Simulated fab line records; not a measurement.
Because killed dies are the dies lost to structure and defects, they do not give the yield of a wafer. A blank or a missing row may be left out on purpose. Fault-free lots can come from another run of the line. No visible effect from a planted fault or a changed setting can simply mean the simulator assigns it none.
fab line records -- flow gf180mcu
[record] lots = 14, wafers = 42, last-day = 34
route steps=602 shown SALICIDE@280 CONTACT@289 M1@320
lots with no fault: from the same line, run without faults
start-h: start of the lot's first displayed wafer, in hours after the record's first day -- wait-h: time in hours since the lot's previous step -- " the same as in the row above -- L1.1+2: one row covering several wafers at once -- - either no value or no given start -- * or withheld: withheld -- < > ~ a bound
route shown NAME@n: a module of which the file shows steps, and the number in the route of the first -- usual: mean/standard deviation of fault-free wafers -- same: alike in all rows -- chamber/n: place in a boat -- sites: each site's reading -- _std_site: standard deviation of those values -- _edge_site: mean of outer sites minus mean of inner sites -- radius-mm: how far each site lies from the wafer's centre -- mask NAME#n: copy n -- behind: the tool/chamber that last shaped the wafer -- hold: what put the lot on hold/how long, in hours/how the hold closed -- device: the transistor (n, p or np) that didn't switch -- end of line: at the end of the route, the tests of the same wafers -- for a step that has no rows: nothing shown but its recipe -- killed: dies that structure and defects cost at the first sort, which is not the same as the wafer's yield -- map: a wafer's dies, x killed, . not, _ none there
set.NAME: the run value of the setting; set.NAME@STEP: its run value at that earlier step -- model.NAME: the simulator's own value behind a step, which no gauge read
a sample of lots followed through the steps of the route, with each step as a table and each wafer as a row
services: the hour from which a tool's chamber was out of use, counted from the record's first day as start-h (under 0 if before that day), plus the number of hours and why
[[steps]]
[step GF_SALICIDE_SPUTTER_02]
[recipe] material = Co, target-thk-nm = 10, power-w = 1000, time-s = 20, chamber-pressure-pa = 0.4
[usual] chamber-pressure-pa = 0.4000/0.00092, throttle-valve-pct = 29.9/0.54
lot.wafer,tool,chamber,start-h,wait-h,chamber-pressure-pa,throttle-valve-pct
L678.1,pvd-sputter-04,-,357.62,0.0,0.4013,29.6
L678.2,pvd-sputter-04,-,357.62,0.0,0.3989,30.1
L678.3,pvd-sputter-04,-,357.62,0.0,0.3981,29.9
L680.2,pvd-sputter-04,-,372.16,0.0,0.4007,29.6
L680.5,pvd-sputter-04,-,372.16,0.0,0.4003,29.8
L680.6,pvd-sputter-04,-,372.16,0.0,0.3998,31.2
L684.3,pvd-sputter-02,-,398.42,0.0,0.3998,30.6
L684.4,pvd-sputter-02,-,398.42,0.0,0.4010,29.7
L684.6,pvd-sputter-02,-,398.42,0.0,0.3991,29.4
L685.3,pvd-sputter-02,-,414.89,0.0,0.4010,29.4
L685.4,pvd-sputter-02,-,414.89,0.0,0.4002,29.9
L685.6,pvd-sputter-02,-,414.89,0.0,0.4001,29.2
L686.1,pvd-sputter-02,-,420.72,0.0,0.3983,29.4
L686.2,pvd-sputter-02,-,420.72,0.0,0.3987,29.5
L686.3,pvd-sputter-02,-,420.72,0.0,0.4002,30.9
L689.1,pvd-sputter-02,-,443.75,0.0,0.4002,30.9
L689.3,pvd-sputter-02,-,443.75,0.0,0.4009,29.7
L689.5,pvd-sputter-02,-,443.75,0.0,0.3994,29.3
L691.3,pvd-sputter-01,-,462.07,0.0,0.3995,30.0
L691.4,pvd-sputter-01,-,462.07,0.0,0.4004,29.5
L691.6,pvd-sputter-01,-,462.07,0.0,0.3998,29.8
L693.1,pvd-sputter-01,-,477.10,0.0,0.3996,30.0
L693.3,pvd-sputter-01,-,477.10,0.0,0.4003,30.0
L693.4,pvd-sputter-01,-,477.10,0.0,0.4000,29.4
L694.1,pvd-sputter-01,-,486.49,0.0,0.3997,30.2
L694.4,pvd-sputter-01,-,486.49,0.0,0.3987,29.5
L694.5,pvd-sputter-01,-,486.49,0.0,0.3990,30.2
L695.4,pvd-sputter-04,-,492.29,0.0,0.3990,29.7
L695.5,pvd-sputter-04,-,492.29,0.0,0.3995,29.6
L695.6,pvd-sputter-04,-,492.29,0.0,0.3999,30.3
L697.4,pvd-sputter-02,-,510.30,0.0,0.4001,29.4
L697.5,pvd-sputter-02,-,510.30,0.0,0.4000,29.5
L697.6,pvd-sputter-02,-,510.30,0.0,0.4014,31.0
L698.1,pvd-sputter-04,-,517.33,0.0,0.4018,31.2
L698.3,pvd-sputter-04,-,517.33,0.0,0.4002,29.5
L698.6,pvd-sputter-04,-,517.33,0.0,0.4008,29.8
L699.1,pvd-sputter-02,-,524.22,0.0,0.3996,29.7
L699.3,pvd-sputter-02,-,524.22,0.0,0.3997,29.4
L699.4,pvd-sputter-02,-,524.22,0.0,0.4004,29.9
L700.1,pvd-sputter-02,-,534.21,0.0,0.3990,30.9
L700.2,pvd-sputter-02,-,534.21,0.0,0.3995,29.4
L700.5,pvd-sputter-02,-,534.21,0.0,0.3994,29.5
[step GF_SALICIDE_RTA_06]
[recipe] temp-c = 530, time-s = 30, ambient = N2
[usual] lamp-power-pct = 6.51/0.18, wafer_temp_C_max = 533.5/0.88
lot.wafer,tool,chamber,start-h,wait-h,lamp-power-pct,wafer_temp_C_max
L678.1,rtp-anneal-02,0,357.85,0.1,6.32,534.0
L678.2,rtp-anneal-02,0,357.85,0.1,6.33,534.9
L678.3,rtp-anneal-02,0,357.85,0.1,6.32,533.0
L680.2,rtp-anneal-01,0,372.41,0.1,6.68,532.4
L680.5,rtp-anneal-01,0,372.41,0.1,6.69,532.3
L680.6,rtp-anneal-01,0,372.41,0.1,6.69,533.7
L684.3,rtp-anneal-02,0,398.69,0.1,5.24,489.3
L684.4,rtp-anneal-02,0,398.69,0.1,5.23,488.6
L684.6,rtp-anneal-02,0,398.69,0.1,5.24,488.6
L685.3,rtp-anneal-02,0,415.15,0.1,5.25,489.8
L685.4,rtp-anneal-02,0,415.15,0.1,5.24,489.5
L685.6,rtp-anneal-02,0,415.15,0.1,5.25,490.1
L686.1,rtp-anneal-01,0,420.95,0.1,6.70,533.9
L686.2,rtp-anneal-01,0,420.95,0.1,6.69,533.2
L686.3,rtp-anneal-01,0,420.95,0.1,6.68,532.3
L689.1,rtp-anneal-01,0,443.99,0.1,6.68,532.7
L689.3,rtp-anneal-01,0,443.99,0.1,6.70,532.0
L689.5,rtp-anneal-01,0,443.99,0.1,6.70,535.9
L691.3,rtp-anneal-01,0,462.33,0.1,6.68,533.5
L691.4,rtp-anneal-01,0,462.33,0.1,6.69,532.9
L691.6,rtp-anneal-01,0,462.33,0.1,6.68,532.3
L693.1,rtp-anneal-02,0,477.34,0.1,6.32,534.5
L693.3,rtp-anneal-02,0,477.34,0.1,6.31,533.8
L693.4,rtp-anneal-02,0,477.34,0.1,6.32,536.0
L694.1,rtp-anneal-02,0,486.73,0.1,6.32,535.1
L694.4,rtp-anneal-02,0,486.73,0.1,6.33,535.2
L694.5,rtp-anneal-02,0,486.73,0.1,6.32,533.6
L695.4,rtp-anneal-01,0,492.58,0.1,6.69,533.8
L695.5,rtp-anneal-01,0,492.58,0.1,6.70,532.2
L695.6,rtp-anneal-01,0,492.58,0.1,6.68,532.1
L697.4,rtp-anneal-02,0,510.59,0.1,6.32,534.7
L697.5,rtp-anneal-02,0,510.59,0.1,6.33,534.0
L697.6,rtp-anneal-02,0,510.59,0.1,6.32,534.7
L698.1,rtp-anneal-02,0,517.56,0.1,6.31,533.8
L698.3,rtp-anneal-02,0,517.56,0.1,6.31,534.3
L698.6,rtp-anneal-02,0,517.56,0.1,6.33,534.5
L699.1,rtp-anneal-02,0,524.45,0.1,6.32,533.8
L699.3,rtp-anneal-02,0,524.45,0.1,6.33,534.4
L699.4,rtp-anneal-02,0,524.45,0.1,6.31,533.0
L700.1,rtp-anneal-01,0,534.45,0.1,6.68,533.1
L700.2,rtp-anneal-01,0,534.45,0.1,6.68,533.0
L700.5,rtp-anneal-01,0,534.45,0.1,6.69,532.0
[step GF_CONTACT_CVD_02]
[recipe] material = SiO2, target-thk-nm = 860, precursor = TEOS, temp-c = 400, time-s = 95.992, rf-w = 618
[usual] heater-power-outer-w = 361/82, heater-power-w = 632/110, susceptor-temp-C = 399.98/0.24
lot.wafer,tool,chamber,start-h,wait-h,heater-power-outer-w,heater-power-w,susceptor-temp-C
L678.1,pecvd-01,1,358.25,0.1,299,516,399.96
L678.2,pecvd-01,0,358.25,0.1,419,692,400.14
L678.3,pecvd-01,2,358.25,0.1,237,487,400.04
L680.2,pecvd-01,1,372.80,0.0,303,533,400.15
L680.5,pecvd-01,2,372.80,0.0,298,567,400.38
L680.6,pecvd-01,0,372.80,0.0,444,741,399.79
L684.3,pecvd-01,0,399.05,0.0,441,732,400.39
L684.4,pecvd-01,0,399.05,0.0,463,754,400.27
L684.6,pecvd-01,1,399.05,0.0,262,480,399.94
L685.3,pecvd-03,1,415.52,0.0,385,596,400.26
L685.4,pecvd-03,2,415.52,0.0,368,689,400.33
L685.6,pecvd-03,0,415.52,0.0,404,778,400.20
L686.1,pecvd-01,2,421.35,0.1,270,531,399.97
L686.2,pecvd-01,0,421.35,0.1,392,677,400.11
L686.3,pecvd-01,1,421.35,0.1,282,503,399.80
L689.1,pecvd-01,1,444.41,0.1,365,598,399.72
L689.3,pecvd-01,2,444.41,0.1,273,541,399.97
L689.5,pecvd-01,1,444.41,0.1,271,483,400.17
L691.3,pecvd-01,0,462.74,0.1,380,656,400.20
L691.4,pecvd-01,2,462.74,0.1,200,447,399.95
L691.6,pecvd-01,2,462.74,0.1,248,472,399.83
L693.1,pecvd-04,1,477.73,0.1,427,758,399.89
L693.3,pecvd-04,0,477.73,0.1,533,834,399.61
L693.4,pecvd-04,0,477.73,0.1,409,665,399.99
L694.1,pecvd-01,2,487.12,0.1,289,553,399.96
L694.4,pecvd-01,2,487.12,0.1,209,443,400.44
L694.5,pecvd-01,0,487.12,0.1,455,733,400.27
L695.4,pecvd-01,2,492.96,0.1,286,545,399.77
L695.5,pecvd-01,1,492.96,0.1,312,556,399.92
L695.6,pecvd-01,0,492.96,0.1,414,703,400.11
L697.4,pecvd-04,1,510.98,0.1,337,646,399.79
L697.5,pecvd-04,0,510.98,0.1,502,794,399.98
L697.6,pecvd-04,2,510.98,0.1,325,588,400.00
L698.1,pecvd-01,2,517.96,0.1,267,514,400.06
L698.3,pecvd-01,0,517.96,0.1,389,666,399.95
L698.6,pecvd-01,0,517.96,0.1,423,719,399.66
L699.1,pecvd-01,0,524.85,0.1,417,680,399.95
L699.3,pecvd-01,2,524.85,0.1,304,560,399.82
L699.4,pecvd-01,0,524.85,0.1,423,712,400.05
L700.1,pecvd-04,2,534.84,0.1,253,486,400.03
L700.2,pecvd-04,1,534.84,0.1,459,781,399.55
L700.5,pecvd-04,2,534.84,0.1,287,531,399.78
[step GF_M1_RS_MEAS_05]
[recipe] thk-meas-gauge = four-point-probe, reads = TiN_of_M1_SPUTTER_04+Ti_of_M1_SPUTTER_03+AlCu_of_M1_SPUTTER_02+TiN_of_M1_SPUTTER_01+Ti_of_M1_SPUTTER_00
[usual] M1_ALCU_RS = 0.0698/0.00063
lot.wafer,tool,chamber,start-h,wait-h,M1_ALCU_RS[ohm/sq]
L678.1,film-metro-02,-,382.44,0.0,0.0703
L678.2,film-metro-02,-,382.44,0.0,0.0695
L678.3,film-metro-02,-,382.44,0.0,0.0697
L680.2,film-metro-02,-,397.82,0.0,0.0695
L680.5,film-metro-02,-,397.82,0.0,0.0696
L680.6,film-metro-02,-,397.82,0.0,0.0695
L684.3,film-metro-02,-,424.74,0.1,0.0699
L684.4,film-metro-02,-,424.74,0.1,0.0703
L684.6,film-metro-02,-,424.74,0.1,0.0703
L685.3,film-metro-02,-,441.59,0.1,0.0696
L685.4,film-metro-02,-,441.59,0.1,0.0693
L685.6,film-metro-02,-,441.59,0.1,0.0697
L686.1,film-metro-04,-,447.79,0.0,0.0701
L686.2,film-metro-04,-,447.79,0.0,0.0702
L686.3,film-metro-04,-,447.79,0.0,0.0706
L689.1,film-metro-01,-,470.15,0.0,0.0689
L689.3,film-metro-01,-,470.15,0.0,0.0689
L689.5,film-metro-01,-,470.15,0.0,0.0685
L691.3,film-metro-02,-,488.84,0.1,0.0694
L691.4,film-metro-02,-,488.84,0.1,0.0697
L691.6,film-metro-02,-,488.84,0.1,0.0700
L693.1,film-metro-01,-,503.91,0.0,0.0690
L693.3,film-metro-01,-,503.91,0.0,0.0693
L693.4,film-metro-01,-,503.91,0.0,0.0689
L694.1,film-metro-02,-,514.90,0.0,0.0686
L694.4,film-metro-02,-,514.90,0.0,0.0688
L694.5,film-metro-02,-,514.90,0.0,0.0689
L695.4,film-metro-01,-,518.97,0.1,0.0690
L695.5,film-metro-01,-,518.97,0.1,0.0696
L695.6,film-metro-01,-,518.97,0.1,0.0689
L697.4,film-metro-02,-,536.00,0.1,0.0699
L697.5,film-metro-02,-,536.00,0.1,0.0702
L697.6,film-metro-02,-,536.00,0.1,0.0701
L698.1,film-metro-04,-,542.92,0.0,0.0698
L698.3,film-metro-04,-,542.92,0.0,0.0705
L698.6,film-metro-04,-,542.92,0.0,0.0697
L699.1,film-metro-01,-,550.79,0.0,0.0694
L699.3,film-metro-01,-,550.79,0.0,0.0695
L699.4,film-metro-01,-,550.79,0.0,0.0693
L700.1,film-metro-02,-,559.59,0.0,0.0684
L700.2,film-metro-02,-,559.59,0.0,0.0689
L700.5,film-metro-02,-,559.59,0.0,0.0691
[[services]]
tool,chamber,start-h,hours,kind
pecvd-01,-,356.52,1.4,repair
pecvd-03,-,368.88,14.0,pm
pecvd-03,0,368.88,14.0,vent-cycle
pecvd-03,1,368.88,14.0,vent-cycle
pecvd-03,2,368.88,14.0,vent-cycle
pecvd-04,-,370.11,0.4,repair
pecvd-03,2,372.39,3.6,repair
rtp-anneal-01,-,373.64,2.4,pm
pecvd-03,0,382.88,-,clean
pecvd-03,1,382.88,-,clean
pecvd-03,2,382.88,-,clean
pecvd-01,2,393.88,3.9,repair
pecvd-01,-,399.84,0.7,repair
pvd-sputter-04,-,403.89,3.6,repair
pvd-sputter-04,-,412.99,4.1,repair
pecvd-04,-,429.59,0.7,repair
pvd-sputter-02,-,440.01,3.4,repair
pecvd-01,2,454.10,6.6,repair
pecvd-01,1,461.12,9.0,repair
pvd-sputter-01,-,493.40,5.9,repair
pecvd-01,-,497.69,5.2,repair
pecvd-01,-,498.48,1.8,repair
pecvd-04,-,519.64,5.5,pm
pvd-sputter-01,-,524.12,5.0,repair
[[key]]
[first-sign] step = GF_SALICIDE_RTA_06, reading = wafer_temp_C_max, direction = down, sigmas = 50, usual = *, struck = *
[effect] step = GF_SALICIDE_RTA_06, reading = lamp-power-pct, direction = down, sigmas = 6.9, usual = 6.51, struck = 5.24
met-at GF_SALICIDE_RTA_06
struck-lots L684,L685
tester-left-out L684,L685
not-acting-at GF_SALICIDE_SPUTTER_02,GF_CONTACT_CVD_02,GF_M1_RS_MEAS_05
onset-between 357.85 398.69
[fault] kind = process-parameter-drift, tool = rtp-anneal-02, chamber = -, onset-h = 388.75, steps = GF_SALICIDE_RTA_06, channel = temp-c, offset = *, shape = step, end-h = 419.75, acts-in = *, stated = *
// tester-left-out: of these lots the tester's yield and bins aren't shown, on N5 and GAA mostly nor the transistor test; their killed dies are dies lost to structure and defects alone, not to doping, threshold or leakage, so they don't give the yield
